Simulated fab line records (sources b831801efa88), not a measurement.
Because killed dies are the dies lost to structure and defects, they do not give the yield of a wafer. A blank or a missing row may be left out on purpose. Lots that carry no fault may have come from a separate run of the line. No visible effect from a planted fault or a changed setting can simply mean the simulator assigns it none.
fab line records -- flow sky130
record: lots: 4, wafers: 12, last_day: 50
route steps=708 shown LOCAL_INTERCONNECT@400 CONTACT@406 METAL1@434 PAD_OPEN@708
lots that met no fault: taken from a fault-free run of the same line
start_h: start of the lot's first displayed wafer, in hours after the record's first day -- wait_h: hours elapsed since this lot's preceding step -- " the same as in the row above -- L1.1+2: a row that stands for several wafers -- - value missing, or start not given -- * or withheld: withheld -- < > ~ a bound
route shown NAME@n: a module of which the file shows steps, and the number in the route of the first -- usual: mean/standard deviation of fault-free wafers -- same: alike in all rows -- chamber/n: place in a boat -- sites: per-site readings -- _std_site: standard deviation of those values -- _edge_site: inner sites' mean taken away from outer sites' mean -- radius_mm: for every site, how far away it sits from the centre of the wafer -- mask NAME#n: copy n -- behind: the most recent tool/chamber to have shaped the wafer -- hold: why the lot went on hold/how many hours it stayed there/how the hold came to an end -- device: which transistor (n, p or np) failed to switch -- end of line: tests of these same wafers at the route's end -- a step given without rows: its recipe and nothing more -- killed: at the first sort, the dies lost to defects and structure; wafer yield is something else -- map: per-die view of a wafer (x killed, . not killed, _ where there is no die)
set.NAME: the setting as run; set.NAME@STEP: as run at that earlier step -- model.NAME: the simulator's own value behind a step, which no gauge read
lots at some steps of the route; a table a step, a row a wafer
services: a tool's chamber out of use, with start hour (start_h, from the record's first day; less than 0 if before it), hours out, and reason
== steps ==
step: SKY_LOCAL_INTERCONNECT_ETCH_13
recipe: chemistry: N2/H2, target: BARC, ion_energy_ev: 200, bias_w: 100, pressure_mtorr: 30, n2_flow_sccm: 100, h2_flow_sccm: 200, icp_w: 500, stop_on: SiO2, time_s: 47.1, target_depth_a: 600
step: SKY_LOCAL_INTERCONNECT_METAL_ETCH_14
recipe: target_depth_nm: 110, stop_on: PSG, chemistry: Cl2/BCl3, target: TiN, resist_sidewall_deg: 88, pressure_mtorr: 10, icp_w: 900, bias_w: 48.5, Cl2_flow_sccm: 60, bcl3_flow_sccm: 30, time_s: 31.4
step: SKY_LOCAL_INTERCONNECT_STRIP_15
recipe: chemistry: O2/N2, power_w: 1400, pressure_mtorr: 1500, platen_temp_c: withheld, o2_flow_sccm: 3000, n2_flow_sccm: 300, overash_fraction: 0.5
step: SKY_LOCAL_INTERCONNECT_STRIP_16
recipe: chemistry: post_etch_residue_remover, time_s: 1200, temp_c: 72.5
step: SKY_LOCAL_INTERCONNECT_CLEAN_17
recipe: chemistry: IPA, time_s: 180, temp_c: 25
step: SKY_LOCAL_INTERCONNECT_CLEAN_18
recipe: chemistry: O3/DIW, dry: n2_spin
step: SKY_CONTACT_CVD_00
recipe: material: Si3N4, target_thk_nm: 75, temp_c: 400, time_s: withheld, rf_w: 450
step: SKY_CONTACT_HDPCVD_02
recipe: material: SiO2, target_thk_nm: 565, sigma_open_frac: 0.3, time_s: 94.2, temp_c: 600, sih4_flow_sccm: 60, pressure_mtorr: 6
step: SKY_CONTACT_CMP_04
recipe: material: SiO2, down_force_psi: 4, platen_rpm: 60, pad_velocity_m_s: 0.94248
usual: head_pressure_psi: 4.000/0.0092, motor_current_A: 12.4/1.4, time_to_endpoint_s: 83/5.9
lot.wafer,tool,chamber,start_h,wait_h,head_pressure_psi,motor_current_A,time_to_endpoint_s,model.SiO2_of_CONTACT_HDPCVD_02.thk_nm
L204.1,cmp-01,1,744.63,0.1,3.986,13.7,71,337.6
L204.4,cmp-01,2,744.63,0.1,4.000,12.8,74,338.5
L204.6,cmp-01,1,744.63,0.1,4.000,14.7,77,337.9
L206.1,cmp-02,3,749.58,0.1,3.995,9.9,74,336.9
L206.5,cmp-02,3,749.58,0.1,3.989,10.0,74,337.4
L206.6,cmp-02,0,749.58,0.1,4.007,10.9,82,340.5
L221.1,cmp-02,1,870.05,0.1,2.529,9.8,107,380.4
L221.4,cmp-02,0,870.05,0.1,2.514,8.4,109,381.3
L221.5,cmp-02,2,870.05,0.1,2.523,10.1,104,377.9
L222.1,cmp-02,2,882.13,0.1,2.525,10.9,107,380.9
L222.2,cmp-02,3,882.13,0.1,2.507,7.8,113,381.2
L222.6,cmp-02,3,882.13,0.1,2.523,7.8,113,380.4
step: SKY_CONTACT_DEHYDRATE_06
recipe: temp_c: 200, time_s: 60
step: SKY_CONTACT_HMDS_07
recipe: prime_time_s: 60, prime_temp_c: 120
step: SKY_CONTACT_COAT_08
recipe: resist: BARC, temp_c: withheld, time_s: withheld, spin_rpm: 3000, resist_thk_nm: 60
step: SKY_CONTACT_COAT_09
recipe: resist: KrF-thick, spin_rpm: 3000, resist_thk_nm: 450
step: SKY_CONTACT_SOFTBAKE_10
recipe: temp_c: 100, time_s: 90, resist: KrF-thick
step: SKY_CONTACT_EXPOSE_11
recipe: mask_id: CTM1, na: 0.8, source_shape: annular, sigma_inner: 0.55, sigma_outer: 0.85, target_cd_nm: 170, dose_mj: 38
step: SKY_CONTACT_PEB_12
recipe: peb_temp_c: withheld, peb_time_s: withheld, resist: KrF-thick
step: SKY_CONTACT_DEVELOP_13
recipe: develop_time_s: 60, resist: KrF-thick, dev_temp_c: 21
step: SKY_CONTACT_ETCH_16
recipe: chemistry: N2/H2, target: BARC, ion_energy_ev: 200, source_w: 500, bias_w: 100, pressure_mtorr: 30, n2_flow_sccm: 100, h2_flow_sccm: 200, stop_on: SiO2, time_s: 45.9, target_depth_a: 600
step: SKY_CONTACT_ETCH_17
recipe: target: SiO2, chemistry: C4F8/O2/Ar, stop_on: Si3N4, mask_material: KrF-thick, source_w: 1500, bias_w: 1200, pressure_mtorr: 40, c4f8_flow_sccm: withheld, O2_flow_sccm: 6, Ar_flow_sccm: 300, time_s: withheld, target_depth_a: 3400
usual: oes_product_au: 0.891/0.0051
lot.wafer,tool,chamber,start_h,wait_h,oes_product_au,model.etch.depth_nm,model.CONTACT.feature_depth_nm
L204.1,rie_diel-04,3,772.66,0.0,0.889,337.6,337.6
L204.4,rie_diel-04,1,772.66,0.0,0.882,338.5,338.5
L204.6,rie_diel-04,1,772.66,0.0,0.886,337.9,337.9
L206.1,rie_diel-04,2,777.36,0.0,0.885,336.9,336.9
L206.5,rie_diel-04,3,777.36,0.0,0.888,337.4,337.4
L206.6,rie_diel-04,2,777.36,0.0,0.894,340.5,340.5
L221.1,rie_diel-03,3,896.41,0.0,0.946,380.4,380.4
L221.4,rie_diel-03,1,896.41,0.0,0.949,381.3,381.3
L221.5,rie_diel-03,0,896.41,0.0,0.945,377.9,377.9
L222.1,rie_diel-03,2,907.71,0.0,0.953,380.9,380.9
L222.2,rie_diel-03,1,907.71,0.0,0.950,381.2,381.2
L222.6,rie_diel-03,1,907.71,0.0,0.953,380.4,380.4
step: SKY_CONTACT_ETCH_18
recipe: target: Si3N4, chemistry: CHF3/O2, stop_on: TiN, source_w: 600, bias_w: 200, pressure_mtorr: 40, chf3_flow_sccm: 50, O2_flow_sccm: 5, time_s: 39, target_depth_a: 750
step: SKY_CONTACT_STRIP_19
recipe: chemistry: O2/N2, power_w: 1400, pressure_mtorr: 1500, platen_temp_c: withheld, o2_flow_sccm: 3000, n2_flow_sccm: 300, overash_fraction: 0.5
step: SKY_CONTACT_STRIP_20
recipe: chemistry: post_etch_residue_remover, time_s: 1200, temp_c: 72.5
step: SKY_CONTACT_CLEAN_21
recipe: chemistry: IPA, time_s: 180, temp_c: 25
step: SKY_CONTACT_CLEAN_22
recipe: chemistry: O3/DIW, dry: n2_spin
step: SKY_CONTACT_SPUTTER_23
recipe: material: TiN, target_thk_nm: 20, chamber_pressure_pa: 5, power_w: 4000, time_s: 80
step: SKY_CONTACT_CVD_24
recipe: material: W, target_thk_nm: 340, time_s: 102.12, temp_c: 400, pressure_torr: 40
step: SKY_CONTACT_CMP_27
recipe: stop_on: SiO2, t_overpolish_s: 15, down_force_psi: 3.5, platen_rpm: 60, target_thk_nm: 0, pad_velocity_m_s: 0.94248
step: SKY_METAL1_SPUTTER_00
recipe: material: Ti, target_thk_nm: 15, power_w: 3000, time_s: 10, chamber_pressure_pa: 0.4
step: SKY_METAL1_SPUTTER_01
recipe: material: TiN, target_thk_nm: 20, power_w: 6500, time_s: 16.7, chamber_pressure_pa: 0.4
step: SKY_METAL1_SPUTTER_02
recipe: material: AlCu, target_thk_nm: 250, power_w: 10600, time_s: 13.3, chamber_pressure_pa: 0.4
step: SKY_METAL1_SPUTTER_03
recipe: material: Ti, target_thk_nm: 5, power_w: 3000, time_s: 3.3, chamber_pressure_pa: 0.4
step: SKY_METAL1_SPUTTER_04
recipe: material: TiN, target_thk_nm: 70, power_w: 6500, time_s: 58.3, chamber_pressure_pa: 0.4
step: SKY_METAL1_METAL_ETCH_19
recipe: target_depth_a: 3600, stop_on: SiO2, over_etch_frac: 0.3, time_s: 78, chemistry: Cl2/BCl3, resist_sidewall_deg: 88, pressure_mtorr: 10, icp_w: 900, bias_w: 48.5, Cl2_flow_sccm: 60, bcl3_flow_sccm: 30
usual: drypump_motor_current_A: 5.7/0.46, oes_product_au: 0.854/0.0066, throttle_valve_pct: 22.264/0.0091
lot.wafer,tool,chamber,start_h,wait_h,drypump_motor_current_A,oes_product_au,rf_hours_counter_h,throttle_valve_pct,model.SiO2_of_CONTACT_HDPCVD_02.thk_nm
L204.1,rie_metal-02,0,801.19,0.0,5.9,0.852,14,22.264,323.8
L204.4,rie_metal-02,0,801.19,0.0,5.9,0.860,-,22.257,324.6
L204.6,rie_metal-02,0,801.19,0.0,5.9,0.844,-,22.271,323.9
L206.1,rie_metal-01,0,806.11,0.0,6.0,0.856,8,22.269,322.9
L206.5,rie_metal-01,0,806.11,0.0,6.0,0.858,-,22.260,323.3
L206.6,rie_metal-01,1,806.11,0.0,5.5,0.849,-,22.268,326.7
L221.1,rie_metal-01,1,923.60,0.0,5.4,0.852,10,22.265,366.6
L221.4,rie_metal-01,0,923.60,0.0,6.0,0.861,-,22.263,367.4
L221.5,rie_metal-01,0,923.60,0.0,6.0,0.850,-,22.271,364.1
L222.1,rie_metal-01,0,934.50,0.0,6.0,0.850,14,22.263,367
L222.2,rie_metal-01,1,934.50,0.0,5.4,0.856,10,22.258,367.2
L222.6,rie_metal-01,0,934.50,0.0,6.0,0.860,-,22.278,366.4
step: SKY_PAD_OPEN_PROBE_99
usual: killed_at_M0_to_M3: 45/7.5, killed_at_M4_up: 2.8/1.9, killed_at_contacts: 25/5.5, killed_at_front_end: 14/4, killed_at_other: 0.3/0.75, killed_dies: 87/9.4, killed_on_rim: 17/3.8, killed_open: 47/6.6, killed_short: 39/6.6
same: gross_dies: 492, killed_at_back_side: 0
lot.wafer,tool,chamber,start_h,wait_h,killed_at_M0_to_M3,killed_at_M4_up,killed_at_contacts,killed_at_front_end,killed_at_other,killed_dies,killed_on_rim,killed_open,killed_short
L204.1,prober-01,-,1106.68,0.1,49,2,18,11,0,80,24,42,38
L204.4,prober-01,-,1106.83,0.2,46,2,18,20,0,86,14,45,41
L204.6,prober-01,-,1106.93,0.2,47,3,19,21,1,91,17,41,50
L206.1,prober-01,-,1111.37,0.1,53,0,20,10,0,83,12,46,37
L206.5,prober-01,-,1111.57,0.2,45,2,30,16,0,93,20,45,48
L206.6,prober-01,-,1111.62,0.2,52,5,16,16,7,96,14,50,39
L221.1,prober-02,-,1196.17,0.1,46,2,29,16,0,93,17,41,52
L221.4,prober-02,-,1196.32,0.2,48,0,28,12,0,88,15,57,31
L221.5,prober-02,-,1196.37,0.2,43,4,31,12,1,91,16,46,45
L222.1,prober-01,-,1202.71,0.1,42,2,35,11,0,90,21,47,43
L222.2,prober-01,-,1202.76,0.1,41,0,25,14,0,80,10,42,38
L222.6,prober-01,-,1202.96,0.2,38,3,28,9,2,80,17,40,40
killed by level:class
L204.1 METAL2:geometric_particle:short=8 VIA1:geometric_particle:open=7 VIA2:geometric_particle:open=7 LI_CONTACT:geometric_particle:open=6 CONTACT:geometric_particle:open=6 METAL1:geometric_particle:short=6 VIA3:geometric_particle:open=6 VIA3:geometric_particle:short=5
L204.4 POLY_GATE:geometric_particle:short=8 LI_CONTACT:geometric_particle:open=8 METAL2:geometric_particle:short=7 VIA2:geometric_particle:open=7 FIELD_ISO:geometric_particle:open=5 METAL2:geometric_particle:open=5 METAL1:geometric_particle:short=5 VIA1:geometric_particle:open=5
L204.6 VIA1:geometric_particle:open=9 METAL1:geometric_particle:short=7 CONTACT:geometric_particle:open=6 VIA3:geometric_particle:open=6 POLY_GATE:geometric_particle:open=5 POLY_GATE:geometric_particle:short=5 METAL2:geometric_particle:short=5 SPACER:geometric_particle:short=4
L206.1 VIA1:geometric_particle:open=13 VIA2:geometric_particle:open=9 LI_CONTACT:geometric_particle:open=7 LOCAL_INTERCONNECT:geometric_particle:short=6 METAL2:geometric_particle:short=6 METAL1:geometric_particle:short=5 VIA3:geometric_particle:short=5 VIA3:geometric_particle:open=5
L206.5 CONTACT:geometric_particle:open=9 LOCAL_INTERCONNECT:geometric_particle:short=7 METAL2:geometric_particle:short=7 LI_CONTACT:geometric_particle:open=6 VIA2:geometric_particle:open=6 VIA3:geometric_particle:open=6 METAL3:geometric_particle:short=6 FIELD_ISO:geometric_particle:short=5
L206.6 VIA3:geometric_particle:open=11 VIA1:geometric_particle:open=9 CONTACT:geometric_particle:open=7 PASSIVATION:area_etch=7 VIA2:geometric_particle:open=6 VIA3:geometric_particle:short=6 FIELD_ISO:geometric_particle:open=5 FIELD_ISO:geometric_particle:short=4
L221.1 CONTACT:geometric_particle:open=13 METAL2:geometric_particle:short=9 VIA1:geometric_particle:open=7 VIA2:geometric_particle:short=7 CONTACT:geometric_particle:short=6 POLY_GATE:geometric_particle:short=5 VIA3:geometric_particle:open=5 POLY_GATE:geometric_particle:open=4
L221.4 CONTACT:geometric_particle:open=15 VIA1:geometric_particle:open=11 VIA3:geometric_particle:open=10 METAL1:geometric_particle:short=8 LI_CONTACT:geometric_particle:open=6 VIA2:geometric_particle:open=6 VIA1:geometric_particle:short=4 POLY_GATE:geometric_particle:open=3
L221.5 CONTACT:geometric_particle:open=12 VIA1:geometric_particle:open=8 VIA3:geometric_particle:open=8 LI_CONTACT:geometric_particle:open=7 VIA1:geometric_particle:short=7 LOCAL_INTERCONNECT:geometric_particle:short=5 VIA2:geometric_particle:short=5 POLY_GATE:geometric_particle:short=4
L222.1 CONTACT:geometric_particle:open=12 METAL2:geometric_particle:short=8 VIA1:geometric_particle:open=8 LI_CONTACT:geometric_particle:open=7 POLY_GATE:geometric_particle:open=6 LI_CONTACT:geometric_particle:short=6 LOCAL_INTERCONNECT:geometric_particle:short=6 VIA2:geometric_particle:open=6
L222.2 CONTACT:geometric_particle:open=12 VIA3:geometric_particle:open=6 METAL1:geometric_particle:short=6 METAL2:geometric_particle:short=6 POLY_GATE:geometric_particle:open=5 POLY_GATE:geometric_particle:short=5 LI_CONTACT:geometric_particle:short=5 VIA1:geometric_particle:open=5
L222.6 METAL2:geometric_particle:short=10 CONTACT:geometric_particle:open=8 CONTACT:geometric_particle:short=7 LI_CONTACT:geometric_particle:short=6 LI_CONTACT:geometric_particle:open=6 VIA2:geometric_particle:open=6 VIA3:geometric_particle:open=4 VIA1:geometric_particle:open=4
== services ==
tool,chamber,start_h,hours,kind
rie_metal-01,-,724.39,14.6,pm
rie_metal-01,-,742.06,2.8,pm
cmp-02,-,744.22,4.0,pm
cmp-02,-,764.61,3.3,repair
rie_metal-01,-,765.31,1.4,pm
cmp-02,-,780.28,3.7,repair
rie_metal-02,0,803.14,7.4,repair
rie_diel-04,0,812.35,6.4,repair
cmp-01,-,816.18,3.3,repair
rie_diel-04,-,818.56,14.6,pm
cmp-01,-,819.44,6.5,pm
rie_metal-02,1,820.50,1.3,repair
rie_diel-04,-,848.34,0.3,repair
rie_diel-04,2,851.27,2.9,repair
cmp-01,-,851.39,2.0,repair
cmp-02,-,877.33,2.5,pm
cmp-02,-,880.20,1.4,repair
rie_diel-04,0,887.97,12.9,repair
rie_metal-02,1,895.58,4.7,repair
cmp-01,-,912.03,4.0,pm
rie_diel-03,2,918.33,1.2,repair
cmp-02,-,922.39,1.6,repair
rie_diel-03,0,922.71,17.3,repair
rie_diel-03,1,933.75,6.1,repair
== key ==
first_sign: step: SKY_CONTACT_CMP_04, reading: head_pressure_psi, direction: down, sigmas: 99+, usual: 4.000, struck: 2.520
effect: step: SKY_CONTACT_CMP_04, reading: time_to_endpoint_s, direction: up, sigmas: 4.5, usual: *, struck: *
effect: step: SKY_CONTACT_ETCH_17, reading: oes_product_au, direction: up, sigmas: 11, usual: 0.891, struck: 0.949
model_effect: step: SKY_CONTACT_CMP_04, value: SiO2_of_CONTACT_HDPCVD_02.thk_nm, without: 339.6, struck: 380.4
model_effect: step: SKY_CONTACT_ETCH_17, value: etch.depth_nm, without: 339.6, struck: 380.4
model_effect: step: SKY_METAL1_METAL_ETCH_19, value: SiO2_of_CONTACT_HDPCVD_02.thk_nm, without: 325.7, struck: 366.4
met_at SKY_CONTACT_CMP_04
struck_wafers L221.1,L221.4,L221.5,L222.1,L222.2,L222.6
tester_left_out L221,L222
onset_between 749.58 870.05
fault: kind: process_parameter_drift, tool: cmp-02, chamber: -, onset_h: 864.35, steps: SKY_CONTACT_CMP_04, channel: down_force_psi, offset: -1.479, shape: step, end_h: 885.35, acts_in: these_recipes_only, stated: 4
tester_left_out: of these lots the tester's yield and bins aren't shown, on N5 and GAA mostly nor the transistor test; their killed dies are dies lost to structure and defects alone, not to doping, threshold or leakage, so they don't give the yield
